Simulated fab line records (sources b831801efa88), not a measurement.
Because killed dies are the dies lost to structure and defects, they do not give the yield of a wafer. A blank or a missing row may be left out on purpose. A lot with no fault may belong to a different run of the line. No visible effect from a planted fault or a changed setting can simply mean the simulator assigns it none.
Problem report, 8D (eight disciplines) form, completed by code | flow sky130 | the parts of the form that need people (team, actions taken, sign-off) are left out

== 1. WHAT WENT WRONG ==
CONTACT_HDPCVD_THK at SKY_CONTACT_THK_MEAS_03 reads a mean of 198 nm on 1 wafer of 1 lot; wafers without a fault read 569 nm with a standard deviation of 5.4. Measured from the usual mean, that is -69 standard deviations.
First seen on wafer L945.5, day 33 05:17, on film metro-01. Wafers with a number at this step in the record: 39, from 13 lots. The rule behind "out" and "out of limits": a value lying over 4 standard deviations away from the usual mean. Any other wafer with a number is counted as sound.

== 2. WHAT IT IS AND WHAT IT IS NOT ==
question                    | is                 | is not
which readings at this step | CONTACT_HDPCVD_THK | -
which lots                  | L945               | L936, L937, L938, L939, L940, L941, L943, L944, L955, L956, L957, L958
which wafers of those lots  | L945.5             | L945.1, L945.4
read on which gauges        | film metro-01      | film metro-03, film metro-04
when                        | from day 33 05:17  | up to then (26 sound wafers); but 12 sound wafers of L955, L956, L957, L958 came after

== 3. WHAT RULES OUT EACH SUSPECT ==
Counting: any tool at a process step up to the reading remains a suspect provided it ran every lot that is out. Sound lots after the first of them don't rule it out here, since some wafers of a struck lot are sound.
- ruled out: the gauge at SKY_CONTACT_THK_MEAS_03. All the wafers that are out were read on film metro-01, but those of them that SKY_CONTACT_CMP_04 has rows for are out there too, on other tools.
- cmp-02 at SKY_LI_CONTACT_CMP_02 (polishes PSG): kept. It ran the lot that is out, L945 (day 30 20:05); its last sound lot up to then is L943 (day 30 08:56).
- hdpcvd-02 at SKY_CONTACT_HDPCVD_02 (deposits SiO2, target thk 565 nm, time 94.2 s): kept. It ran the lot that is out, L945 (day 33 05:13); its last sound lot up to then is L944 (day 32 20:15).
- At SKY_LI_CONTACT_CMP_02, inside cmp-02: chamber 3 took the wafers that are out, while their sound lot-mates went through chambers 0, 1.
Remaining after the count are cmp-02 at SKY_LI_CONTACT_CMP_02 and hdpcvd-02 at SKY_CONTACT_HDPCVD_02.

== 4. THE CAUSE (what the simulator had put in) ==
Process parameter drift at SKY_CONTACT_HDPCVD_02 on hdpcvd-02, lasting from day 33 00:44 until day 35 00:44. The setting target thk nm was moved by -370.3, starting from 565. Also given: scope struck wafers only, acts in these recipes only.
Counting left 2 suspects, and this tool is among them.

== 5. THE EFFECT CHAIN, in route order ==
One row per reading whose mean, taken over the struck wafers that have a number, lies over 3 standard deviations from the usual. Readings are gone through only where the record gives a usual standard deviation; hours: the median, over the lots, of the time from a lot's start at the first step in this table giving one to that lot's start at this step; sigmas: the change measured in usual standard deviations.
hours | step                    | reading            | usual      | on struck wafers | change | sigmas
0     | SKY_CONTACT_THK_MEAS_03 | CONTACT_HDPCVD_THK | 569 nm     | 198              | -371   | -69
0     | SKY_CONTACT_CMP_04      | time to endpoint s | 85 s       | 39               | -46    | -13
27    | SKY_CONTACT_ETCH_17     | oes product au     | 0.892 a.u. | 0.681            | -0.211 | -45
Its process steps:
- SKY_CONTACT_CMP_04: polishes SiO2.
- SKY_CONTACT_ETCH_17: etches SiO2 in C4F8/O2/Ar, stops on Si3N4, target depth 340 nm.
At these later measuring or inspecting steps, every struck wafer for which the step has a row has a number for every such reading, and none has moved that far: SKY_CONTACT_OVL_MEAS_15.

== 6. WHAT WOULD HAVE CAUGHT IT SOONER ==
5 hours passed between the start of the fault at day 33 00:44 and the first reading out of limits at a measuring or inspecting step in this record, taken at day 33 05:17.
By day 33 05:17, every lot that is out (1) had started SKY_CONTACT_HDPCVD_02 on hdpcvd-02. Tool hold at that time: it would have spared none of them.
